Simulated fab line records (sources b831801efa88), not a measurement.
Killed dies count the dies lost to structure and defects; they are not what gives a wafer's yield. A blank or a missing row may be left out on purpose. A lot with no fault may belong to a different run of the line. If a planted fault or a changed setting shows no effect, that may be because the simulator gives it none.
Split-lot experiment -- flow sky130 -- 23 wafers read across 5 lots, on a route 708 steps long

SPLIT DETAILS
At SKY_VIA2_EXPOSE_09 (exposes mask VIM2, target cd 200 nm), the setting dose-mj was moved away from the recipe's 38 on 12 of the 23 wafers read, by -5.3% to +5.4%. For the rest of the wafers, this setting stayed at what the recipe calls for.

FROM THE SPLIT TO THE READING: what the file shows between them, 2 steps
- SKY_VIA2_PEB_10
- SKY_VIA2_DEVELOP_11: develop time 60 s

THE READING
Shown in nm: cd-nm at SKY_VIA2_CD_MEAS_12, with target cd 200 nm. On this fab line, fault-free wafers typically give 200.2 nm with a standard deviation of 1.6 nm.

wafer,"tool, chamber at the split",dose-mj as run,against the recipe,"cd-nm, nm",against lot-mates on the recipe
L076.2,"krf-scanner-02, 0",36.52,-3.9%,190.1,-8.0
L076.3,"krf-scanner-02, 0",38,recipe,198.6,-
L076.4,"krf-scanner-02, 0",38,recipe,197.6,-
L076.5,"krf-scanner-02, 0",36.52,-3.9%,190.4,-7.7
L076.6,"krf-scanner-02, 0",36.52,-3.9%,192.1,-6.0
L080.1,"krf-scanner-01, 0",40.07,+5.4%,211.5,+10.2
L080.3,"krf-scanner-01, 0",40.07,+5.4%,209.3,+8.0
L080.4,"krf-scanner-01, 0",38,recipe,202.2,-
L080.5,"krf-scanner-01, 0",40.07,+5.4%,210.0,+8.7
L080.6,"krf-scanner-01, 0",38,recipe,200.4,-
L081.1,"krf-scanner-01, 0",36.06,-5.1%,188.3,-11.1
L081.2,"krf-scanner-01, 0",38,recipe,199.3,-
L081.3,"krf-scanner-01, 0",36.06,-5.1%,188.8,-10.6
L081.4,"krf-scanner-01, 0",38,recipe,199.6,-
L081.6,"krf-scanner-01, 0",36.06,-5.1%,189.0,-10.4
L082.1,"krf-scanner-01, 0",38,recipe,202.9,-
L082.2,"krf-scanner-01, 0",35.97,-5.3%,190.5,-11.6
L082.4,"krf-scanner-01, 0",38,recipe,201.3,-
L082.5,"krf-scanner-01, 0",35.97,-5.3%,191.8,-10.3
L082.6,"krf-scanner-01, 0",35.97,-5.3%,191.6,-10.5
L084.3,"krf-scanner-02, 0",38,recipe,198.9,-
L084.5,"krf-scanner-02, 0",38,recipe,199.3,-
L084.6,"krf-scanner-02, 0",38,recipe,198.1,-

FIT RESULTS
A straight line over all 23 wafers: cd-nm changes by +1.94 nm for each +1% of dose-mj; r = +0.97; the points scatter about the line by 1.6 nm.
The same after taking each lot's own level away (the mean of its wafers on the recipe; 23 wafers): +1.87 nm for each +1%; r = +0.99; scatter 0.9 nm.
On that fit, the largest move of dose-mj shifts the reading by 10 nm.
The lots' own levels span 198.10 to 202.10 nm, that is 2.5 times the standard deviation above.
The two slopes are in agreement: the lot-to-lot level therefore moves the slope only a little.
Check: with one of the wafers moved furthest among these (+5.4%) left out of the fit, the line predicts +9.65 nm for it against its lot-mates. Against them it came out at +10.2 nm.

ADDITIONAL SPLITS CARRIED BY THESE WAFERS
Other splits were also applied to these wafers ahead of the reading. Each is held against what the fit with the lots' levels taken away leaves over:
other split on the same wafers,wafers away from the commonest value,r with cd-nm (lot level and that fit taken away)
SKY_VIA1_SPUTTER_20 chamber-pressure-pa,15,-0.16
SKY_VIA2_CMP_02 leave-above-ref-nm,7,+0.11

THE WHOLE CHAIN: every reading that the file lists as answering this split, in the file's order
step,what it does,reading,change (the file's fit),r (the file's)
SKY_VIA2_CD_MEAS_12,target cd 200 nm,cd-nm,+1.91 nm for each +1% of the setting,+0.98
SKY_VIA2_ETCH_14,"etches BARC in N2/H2, stops on SiO2, time 45.9 s, target depth 60 nm","VIA2.cd-nm (the simulator's own value, which no gauge read)",+1.92 nm for each +1% of the setting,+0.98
SKY_VIA2_ETCH_15,"etches SiO2 in C4F8/O2/Ar, stops on TiN, target depth 546 nm, time 84 s","VIA2.cd-nm (the simulator's own value, which no gauge read)",+2.04 nm for each +1% of the setting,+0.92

THE FILE'S OWN FIT
cd-nm changes by +1.91 nm for each +1% of dose-mj, r = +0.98.
